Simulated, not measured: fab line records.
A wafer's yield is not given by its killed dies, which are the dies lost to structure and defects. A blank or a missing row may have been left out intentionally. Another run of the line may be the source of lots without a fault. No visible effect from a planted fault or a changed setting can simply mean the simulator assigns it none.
Shared-tool check / flow gf180mcu / 39 wafers sampled across 13 lots

== WHY THIS WAS OPENED ==
Of 13 lots, 2 have the reading CONTACT_CVD_00_THK flagged at GF_CONTACT_THK_MEAS_01. Fault-free wafers read 300 nm, with a standard deviation of 3.1.
Rule: a lot is flagged in two cases, either no wafer of it has a number, or all its wafers with numbers fall more than 4 standard deviations from that mean. All remaining lots are regarded as sound.

lot=L908; measured=day 15 17:32; on=film metro-01; CONTACT_CVD_00_THK (nm), wafer by wafer=295 297 300; flag=
lot=L909; measured=day 16 03:38; on=film metro-04; CONTACT_CVD_00_THK (nm), wafer by wafer=297 302 298; flag=
lot=L910; measured=day 16 09:16; on=film metro-01; CONTACT_CVD_00_THK (nm), wafer by wafer=302 300 305; flag=
lot=L911; measured=day 16 14:44; on=film metro-04; CONTACT_CVD_00_THK (nm), wafer by wafer=303 302 304; flag=
lot=L913; measured=day 17 20:15; on=film metro-01; CONTACT_CVD_00_THK (nm), wafer by wafer=303 302 304; flag=
lot=L915; measured=day 18 02:54; on=film metro-02; CONTACT_CVD_00_THK (nm), wafer by wafer=299 297 299; flag=
lot=L916; measured=day 18 10:38; on=film metro-01; CONTACT_CVD_00_THK (nm), wafer by wafer=298 297 298; flag=
lot=L919; measured=day 19 14:53; on=film metro-02; CONTACT_CVD_00_THK (nm), wafer by wafer=297 299 299; flag=
lot=L920; measured=day 19 22:34; on=film metro-01; CONTACT_CVD_00_THK (nm), wafer by wafer=296 299 299; flag=
lot=L921; measured=day 20 08:22; on=film metro-01; CONTACT_CVD_00_THK (nm), wafer by wafer=145 150 148; flag=FLAGGED
lot=L922; measured=day 20 19:09; on=film metro-02; CONTACT_CVD_00_THK (nm), wafer by wafer=155 155 153; flag=FLAGGED
lot=L929; measured=day 23 02:32; on=film metro-02; CONTACT_CVD_00_THK (nm), wafer by wafer=302 300 303; flag=
lot=L930; measured=day 23 04:19; on=film metro-01; CONTACT_CVD_00_THK (nm), wafer by wafer=297 294 296; flag=
On average the flagged lots' numbers are 151 nm, which is -149 nm against the usual, or -48 standard deviations.

== TOOL THAT RAN EACH LOT ==
The record holds 1 process step before the reading, out of a route of 602 steps. Each cell gives the tool, then ch followed by the chambers the sampled wafers passed through, then the start.
lot=L908; flag=; GF_CONTACT_CVD_00=hdpcvd-02 ch 0,1, day 15 17:30
lot=L909; flag=; GF_CONTACT_CVD_00=hdpcvd-01 ch 0,2, day 16 03:35
lot=L910; flag=; GF_CONTACT_CVD_00=hdpcvd-02 ch 0,1,2, day 16 09:13
lot=L911; flag=; GF_CONTACT_CVD_00=hdpcvd-01 ch 1,2, day 16 14:40
lot=L913; flag=; GF_CONTACT_CVD_00=hdpcvd-01 ch 0,1,2, day 17 20:13
lot=L915; flag=; GF_CONTACT_CVD_00=hdpcvd-02 ch 0,2, day 18 02:52
lot=L916; flag=; GF_CONTACT_CVD_00=hdpcvd-02 ch 1,2, day 18 10:35
lot=L919; flag=; GF_CONTACT_CVD_00=hdpcvd-01 ch 0,1,2, day 19 14:50
lot=L920; flag=; GF_CONTACT_CVD_00=hdpcvd-01 ch 0,1,2, day 19 22:31
lot=L921; flag=FLAGGED; GF_CONTACT_CVD_00=hdpcvd-01 ch 0,1,2, day 20 08:19
lot=L922; flag=FLAGGED; GF_CONTACT_CVD_00=hdpcvd-01 ch 0,1,2, day 20 19:06
lot=L929; flag=; GF_CONTACT_CVD_00=hdpcvd-01 ch 0,2, day 23 02:29
lot=L930; flag=; GF_CONTACT_CVD_00=hdpcvd-02 ch 0,1,2, day 23 04:15
What these steps do:
- GF_CONTACT_CVD_00: deposits SiO2, target thk 300 nm, time 50 s.
- GF_CONTACT_THK_MEAS_01

== FLAGGED AGAINST TOTAL, ONE TOOL AT A TIME (gauges that did the reading follow at the end) ==
step=GF_CONTACT_CVD_00; tool=hdpcvd-01; lots run=8; flagged=2; share of the flagged lots=all; sound lots run after its first flagged lot=1 (L929)
step=GF_CONTACT_CVD_00; tool=hdpcvd-02; lots run=5; flagged=0; share of the flagged lots=none; sound lots run after its first flagged lot=-
step=GF_CONTACT_THK_MEAS_01; tool=film metro-01; lots run=7; flagged=1; share of the flagged lots=some; sound lots run after its first flagged lot=1 (L930)
step=GF_CONTACT_THK_MEAS_01; tool=film metro-02; lots run=4; flagged=1; share of the flagged lots=some; sound lots run after its first flagged lot=1 (L929)
step=GF_CONTACT_THK_MEAS_01; tool=film metro-04; lots run=2; flagged=0; share of the flagged lots=none; sound lots run after its first flagged lot=-

== WHAT THE TABLE ALLOWS ==
1 row of the table ran every flagged lot: hdpcvd-01 at GF_CONTACT_CVD_00.
- hdpcvd-01 at GF_CONTACT_CVD_00: 2 of its 8 lots flagged. Sound lots ran on it after the first flagged one (L929), which a lasting fault on the whole tool wouldn't allow. Its own readings lie more than 4 standard deviations out on every wafer of the flagged lots: sih4 flow sccm.
Not one row of the table ran every flagged lot while running no sound lot after the first.

== WHAT THE SIMULATOR HAD INSERTED ==
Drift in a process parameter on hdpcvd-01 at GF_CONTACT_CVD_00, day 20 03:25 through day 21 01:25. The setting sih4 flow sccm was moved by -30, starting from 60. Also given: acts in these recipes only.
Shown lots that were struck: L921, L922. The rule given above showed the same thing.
